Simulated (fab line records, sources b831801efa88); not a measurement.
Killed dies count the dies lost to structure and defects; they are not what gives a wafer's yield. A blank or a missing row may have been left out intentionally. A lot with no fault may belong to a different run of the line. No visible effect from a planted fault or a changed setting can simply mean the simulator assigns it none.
Matching of chambers :: flow gf180mcu :: GF_V4_CVD_00 on hdpcvd-01: 3 sister chambers
The step deposits SiO2, target thk 600 nm, time 100 s. 3 wafers are shown with their chamber, then 7 later ones without.

## WAFERS PAIRED WITH THEIR CHAMBERS
wafer: L608.5
chamber: 1
sih4 flow sccm (sccm): 60.13

wafer: L609.5
chamber: 0
sih4 flow sccm (sccm): 59.97

wafer: L625.4
chamber: 2
sih4 flow sccm (sccm): 60.24

## WAFERS WHOSE CHAMBER IS MISSING
wafer: L625.6
sih4 flow sccm (sccm): 59.92

wafer: L626.1
sih4 flow sccm (sccm): 59.64

wafer: L626.3
sih4 flow sccm (sccm): 59.92

wafer: L626.5
sih4 flow sccm (sccm): 59.80

wafer: L627.3
sih4 flow sccm (sccm): 59.92

wafer: L627.4
sih4 flow sccm (sccm): 60.18

wafer: L627.6
sih4 flow sccm (sccm): 59.98

## CHAMBER TAKEN BY EACH
wafer: L625.6
from the rows above: can't be placed: 0 or 1 or 2
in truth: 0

wafer: L626.1
from the rows above: can't be placed: 0 or 1 or 2
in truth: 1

wafer: L626.3
from the rows above: can't be placed: 0 or 1 or 2
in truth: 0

wafer: L626.5
from the rows above: can't be placed: 0 or 1 or 2
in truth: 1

wafer: L627.3
from the rows above: can't be placed: 0 or 1 or 2
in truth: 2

wafer: L627.4
from the rows above: can't be placed: 1 or 2 or 0
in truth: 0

wafer: L627.6
from the rows above: can't be placed: 0 or 1 or 2
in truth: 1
Placed correctly: 0 of 7. Cannot be placed on the basis of these rows: 7; the candidates contain the true chamber in 7. Number placed wrongly: 0.
How it was worked out, from the rows above alone: a wafer's distance from a chamber is the root of the sum, over the readings, of the square of ((its reading less the chamber's mean) divided by the reading's scatter). If the next closest chamber is less than 2 further off than the closest, the wafer can't be placed; otherwise it belongs to the closest. A chamber's mean is the mean of its shown wafers. The scatter: with one shown wafer a chamber, the root of the mean of the squares of how far each hidden wafer lies from its nearest shown one.
